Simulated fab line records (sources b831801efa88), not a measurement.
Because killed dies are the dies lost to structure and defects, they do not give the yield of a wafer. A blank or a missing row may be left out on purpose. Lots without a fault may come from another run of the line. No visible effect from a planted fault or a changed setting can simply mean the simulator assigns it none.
Comparing a struck lot with a sound one ; flow sky130 ; 16 out of 708 route steps
Sound: wafers L361.4, L361.5, L361.6. The struck wafers were L371.1, L371.2, L371.3. Last of all comes the cause.
At each step with rows: each side's tool, then ch and its chambers, then its first start. Under that, the readings that differ: sound wafers ; struck wafers ; difference of the means ; sigmas: that difference in standard deviations of wafers without a fault.
alike: same words and numbers on both sides, and readings whose means sit less than 2 such deviations apart. not compared: any withheld reading, any reading some wafer has no value for, any bound like >300 that may hide the same value, and any number with overlapping values for which the record gives no deviation.
The two part at a step that has a row with sigmas, a row that says differs or no value, or rows on one side only. Numbers that don't overlap but have no deviation are shown without sigmas and don't part them. A reading that every wafer of one side lacks parts them only if that side has two wafers or more.

SKY_POLY_GATE_THK_MEAS_04:
  sound on film-metro-01 at day 16 01:23; struck on film-metro-01 at day 19 11:16
  alike: POLY_GATE_CVD_03_THK
then, 8 steps without rows for these wafers: SKY_POLY_GATE_DEHYDRATE_05 (time 60 s); SKY_POLY_GATE_HMDS_06 (prime time 60 s); SKY_POLY_GATE_COAT_07 (resist thk 110 nm); SKY_POLY_GATE_COAT_08 (resist thk 450 nm); SKY_POLY_GATE_SOFTBAKE_09 (time 90 s); SKY_POLY_GATE_EXPOSE_10 (exposes mask P1M, target cd 150 nm); SKY_POLY_GATE_PEB_11; SKY_POLY_GATE_DEVELOP_12 (develop time 60 s).
SKY_POLY_GATE_CD_MEAS_13: the cd target is 150 nm.
  sound on cd-sem-01 at day 17 06:05; struck on cd-sem-01 at day 20 18:49
  alike: cd-nm
SKY_POLY_GATE_OVL_MEAS_14:
  sound on overlay-02 at day 17 06:10; struck on overlay-02 at day 20 18:56
  alike: POLY_GATE_OVL
SKY_POLY_GATE_ETCH_15: etches BARC in N2/H2, stops on SiO2, time 118.5 s, target depth 110 nm.
  sound on rie-diel-02 ch 0,1,2, day 17 06:11; struck on rie-diel-02 ch 0,2,3, day 20 18:59
  alike: bias-w, chamber-pressure-mTorr, drypump-motor-current-A, n2-flow-sccm, oes-product-au, throttle-valve-pct
  not compared: rf-hours-counter-h
SKY_POLY_GATE_ETCH_16: etches Si3N4 in CH3F/O2, stops on poly-Si, time 147.5 s, target depth 75 nm.
  sound on rie-diel-02 ch 0,1,2, day 17 06:16; struck on rie-diel-02 ch 0,2,3, day 20 19:04
  no value came back on the struck wafers for any of 5 readings (O2_flow_sccm (sccm), bias-w (W) and others); on the sound wafers O2_flow_sccm (sccm) reads 29.97 30.04 29.93
reading;sound;struck;difference;sigmas
model.KrF-thick_of_POLY_GATE_COAT_08.thk-nm (nm);229.3 233 230.9;343.1 342.9 343.4;+112.1;
  not compared: rf-hours-counter-h
SKY_POLY_GATE_ETCH_17: etches poly-Si in HBr/Cl2, stops on SiO2, target depth 180 nm, time 70.5 s.
  sound on rie-si-01 ch 0,3, day 17 06:22; struck on rie-si-02 ch 0,1,3, day 20 19:10
reading;sound;struck;difference;sigmas
model.KrF-thick_of_POLY_GATE_COAT_08.thk-nm (nm);135.2 140.1 136.8;249.7 250.5 252.3;+113.5;
  alike: HBr_flow_sccm, bias-w, drypump-motor-current-A, oes-product-au, throttle-valve-pct
  not compared: rf-hours-counter-h
SKY_POLY_GATE_STRIP_18: strips in O2/N2.
  sound on plasma-asher-03 ch 0,1, day 17 06:27; struck on plasma-asher-03 ch 0,1, day 20 19:13
reading;sound;struck;difference;sigmas
oes-product-au (a.u.);0.371 0.360 0.365;0.404 0.409 0.408;+0.042;+9
strip-time-to-endpoint-s (s);3.12 3.17 3.14;4.33 4.35 4.37;+1.21;+32
  alike: drypump-motor-current-A, n2-flow-sccm
  not compared: rf-hours-counter-h
then, 1 step without rows for these wafers: SKY_POLY_GATE_CLEAN_19 (cleans in SC1/SC2, time 150 s).

== WHERE THEY PART ==
First at SKY_POLY_GATE_ETCH_16; last, within this record, at SKY_POLY_GATE_STRIP_18.

WHY: what the simulator had put in
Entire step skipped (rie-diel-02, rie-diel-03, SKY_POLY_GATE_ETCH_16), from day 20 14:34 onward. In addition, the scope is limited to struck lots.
